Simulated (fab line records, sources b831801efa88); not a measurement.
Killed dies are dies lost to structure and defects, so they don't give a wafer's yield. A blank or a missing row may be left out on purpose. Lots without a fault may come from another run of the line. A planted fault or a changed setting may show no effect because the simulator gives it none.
A struck lot beside a sound one | flow gf180mcu | 12 steps out of a route of 602
Sound: wafers L509.2, L509.4, L509.5. Struck: wafers L505.2, L505.3, L505.5. The cause comes at the end.
At each step with rows: each side's tool, then ch and its chambers, then its first start. Under that, the readings that differ: sound wafers | struck wafers | difference of the means | sigmas: that difference in standard deviations of wafers without a fault.
alike: readings whose means differ by less than 2 such deviations, and words and numbers that are the same on both sides. not compared: withheld readings, readings that some wafer has no value for, bounds like >300 that may hide the same value, and numbers for which the record gives no deviation and whose values overlap.
The two part at a step that has a row with sigmas, a row that says differs or no value, or rows on one side only. Numbers that don't overlap but have no deviation are shown without sigmas and don't part them. A reading that every wafer of one side lacks parts them only if that side has two wafers or more.

GF_STI_BOW_MEAS_00:
  sound on film_metro-01, day 5 19:01; struck on film_metro-02, day 4 23:01
  alike: INCOMING_BOW
then, 1 step without rows for these wafers: GF_STI_OXIDATION_01 (stabilise 600 s, purge 300 s, target thk 10 nm).
GF_STI_THK_MEAS_02:
  sound on film_metro-04, day 5 20:57; struck on film_metro-04, day 5 00:40
  alike: STI_OXIDATION_THK
then, 1 step without rows for these wafers: GF_STI_CVD_03 (deposits Si3N4 from DCS/NH3, target thk 207.16 nm, time 3551 s).
GF_STI_THK_MEAS_04:
  sound on film_metro-04, day 6 00:00; struck on film_metro-02, day 5 02:43
  alike: STI_CVD_03_THK
then, 5 steps without rows for these wafers: GF_STI_DEHYDRATE_05 (time 60 s); GF_STI_HMDS_06 (prime time 60 s); GF_STI_COAT_07 (resist thk 700 nm); GF_STI_SOFTBAKE_08 (time 60 s); GF_STI_EXPOSE_09 (exposes mask COMP, target cd 220 nm).
GF_STI_PEB_10: peb time 90 s.
  sound on litho_track-02 ch 0, day 6 13:49; struck on litho_track-03, day 5 16:26
  no value came back on the struck wafers for chill_plate_temp_C (C), exhaust_pa (Pa); on the sound wafers chill_plate_temp_C (C) reads 23.01 23.09 22.85
then, 1 step without rows for these wafers: GF_STI_DEVELOP_11 (develop time 60 s).

WHERE THEY PART
Only at GF_STI_PEB_10, within this record.

WHY: what the simulator had put in
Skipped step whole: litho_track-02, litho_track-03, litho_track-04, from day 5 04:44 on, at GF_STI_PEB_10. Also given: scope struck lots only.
